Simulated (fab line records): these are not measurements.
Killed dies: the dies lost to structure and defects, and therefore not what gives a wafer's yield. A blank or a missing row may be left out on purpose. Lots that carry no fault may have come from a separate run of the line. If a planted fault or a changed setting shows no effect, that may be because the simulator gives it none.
Shared-tool check || flow gf180mcu || 14 lots, 42 wafers sampled

## THE REASON FOR OPENING IT
At GF_MVPSD_TW_MEAS_11 the reading MVPSD_TW is flagged on 2 of 14 lots. Fault-free wafers read 557, with a standard deviation of 4.3.
Rule: flag the lot when none of its wafers has a number, or when each of its wafers that has one lies beyond 4 standard deviations from that mean. All remaining lots are regarded as sound.

{"lot": "L306", "measured": "day 5 01:39", "on": "film-metro-04", "MVPSD_TW, wafer by wafer": "563 564 563", "flag": ""}
{"lot": "L307", "measured": "day 5 07:08", "on": "film-metro-04", "MVPSD_TW, wafer by wafer": "562 564 567", "flag": ""}
{"lot": "L308", "measured": "day 5 14:50", "on": "film-metro-01", "MVPSD_TW, wafer by wafer": "554 555 557", "flag": ""}
{"lot": "L309", "measured": "day 5 20:32", "on": "film-metro-01", "MVPSD_TW, wafer by wafer": "554 553 555", "flag": ""}
{"lot": "L310", "measured": "day 6 02:47", "on": "film-metro-04", "MVPSD_TW, wafer by wafer": "564 565 564", "flag": ""}
{"lot": "L311", "measured": "day 6 10:43", "on": "film-metro-01", "MVPSD_TW, wafer by wafer": "553 553 554", "flag": ""}
{"lot": "L312", "measured": "day 6 15:14", "on": "film-metro-03", "MVPSD_TW, wafer by wafer": "555 558 557", "flag": ""}
{"lot": "L313", "measured": "day 6 20:03", "on": "film-metro-04", "MVPSD_TW, wafer by wafer": "565 566 566", "flag": ""}
{"lot": "L315", "measured": "day 7 09:25", "on": "film-metro-01", "MVPSD_TW, wafer by wafer": "555 553 559", "flag": ""}
{"lot": "L316", "measured": "day 7 14:26", "on": "film-metro-03", "MVPSD_TW, wafer by wafer": "583 584 580", "flag": "FLAGGED"}
{"lot": "L320", "measured": "day 8 13:17", "on": "film-metro-04", "MVPSD_TW, wafer by wafer": "588 589 588", "flag": "FLAGGED"}
{"lot": "L326", "measured": "day 9 20:47", "on": "film-metro-03", "MVPSD_TW, wafer by wafer": "556 560 554", "flag": ""}
{"lot": "L328", "measured": "day 10 09:14", "on": "film-metro-01", "MVPSD_TW, wafer by wafer": "554 555 551", "flag": ""}
{"lot": "L329", "measured": "day 10 15:26", "on": "film-metro-03", "MVPSD_TW, wafer by wafer": "558 557 559", "flag": ""}
Average over the flagged lots: 585; offset from the usual +28, equal to +7 standard deviations.

## WHICH TOOL RAN EACH LOT
The record holds 1 process step before the reading, out of a route of 602 steps. Every cell lists first the tool, next ch and the chambers used by the sampled wafers, and last the start.
{"lot": "L306", "flag": "", "GF_MVPSD_IMPLANT_09": "implanter-04 ch 0, day 5 01:26"}
{"lot": "L307", "flag": "", "GF_MVPSD_IMPLANT_09": "implanter-03 ch 0, day 5 06:55"}
{"lot": "L308", "flag": "", "GF_MVPSD_IMPLANT_09": "implanter-03 ch 0, day 5 14:35"}
{"lot": "L309", "flag": "", "GF_MVPSD_IMPLANT_09": "implanter-01 ch 0, day 5 20:17"}
{"lot": "L310", "flag": "", "GF_MVPSD_IMPLANT_09": "implanter-04 ch 0, day 6 02:33"}
{"lot": "L311", "flag": "", "GF_MVPSD_IMPLANT_09": "implanter-01 ch 0, day 6 10:28"}
{"lot": "L312", "flag": "", "GF_MVPSD_IMPLANT_09": "implanter-01 ch 0, day 6 14:59"}
{"lot": "L313", "flag": "", "GF_MVPSD_IMPLANT_09": "implanter-01 ch 0, day 6 19:49"}
{"lot": "L315", "flag": "", "GF_MVPSD_IMPLANT_09": "implanter-04 ch 0, day 7 09:11"}
{"lot": "L316", "flag": "FLAGGED", "GF_MVPSD_IMPLANT_09": "implanter-01 ch 0, day 7 13:52"}
{"lot": "L320", "flag": "FLAGGED", "GF_MVPSD_IMPLANT_09": "implanter-04 ch 0, day 8 12:35"}
{"lot": "L326", "flag": "", "GF_MVPSD_IMPLANT_09": "implanter-04 ch 0, day 9 20:33"}
{"lot": "L328", "flag": "", "GF_MVPSD_IMPLANT_09": "implanter-03 ch 0, day 10 08:58"}
{"lot": "L329", "flag": "", "GF_MVPSD_IMPLANT_09": "implanter-04 ch 0, day 10 15:13"}
What is done by these steps:
- GF_MVPSD_IMPLANT_09
- GF_MVPSD_TW_MEAS_11

## FLAGGED AGAINST TOTAL, ONE TOOL AT A TIME (gauges that did the reading follow at the end)
{"step": "GF_MVPSD_IMPLANT_09", "tool": "implanter-01", "lots run": 5, "flagged": 1, "share of the flagged lots": "some", "sound lots run after its first flagged lot": 0}
{"step": "GF_MVPSD_IMPLANT_09", "tool": "implanter-03", "lots run": 3, "flagged": 0, "share of the flagged lots": "none", "sound lots run after its first flagged lot": "-"}
{"step": "GF_MVPSD_IMPLANT_09", "tool": "implanter-04", "lots run": 6, "flagged": 1, "share of the flagged lots": "some", "sound lots run after its first flagged lot": "2 (L326,L329)"}
{"step": "GF_MVPSD_TW_MEAS_11", "tool": "film-metro-01", "lots run": 5, "flagged": 0, "share of the flagged lots": "none", "sound lots run after its first flagged lot": "-"}
{"step": "GF_MVPSD_TW_MEAS_11", "tool": "film-metro-03", "lots run": 4, "flagged": 1, "share of the flagged lots": "some", "sound lots run after its first flagged lot": "2 (L326,L329)"}
{"step": "GF_MVPSD_TW_MEAS_11", "tool": "film-metro-04", "lots run": 5, "flagged": 1, "share of the flagged lots": "some", "sound lots run after its first flagged lot": 0}

## WHAT THE TABLE ALLOWS
No row of the table ran every flagged lot.

## WHAT WAS PUT IN BY THE SIMULATOR
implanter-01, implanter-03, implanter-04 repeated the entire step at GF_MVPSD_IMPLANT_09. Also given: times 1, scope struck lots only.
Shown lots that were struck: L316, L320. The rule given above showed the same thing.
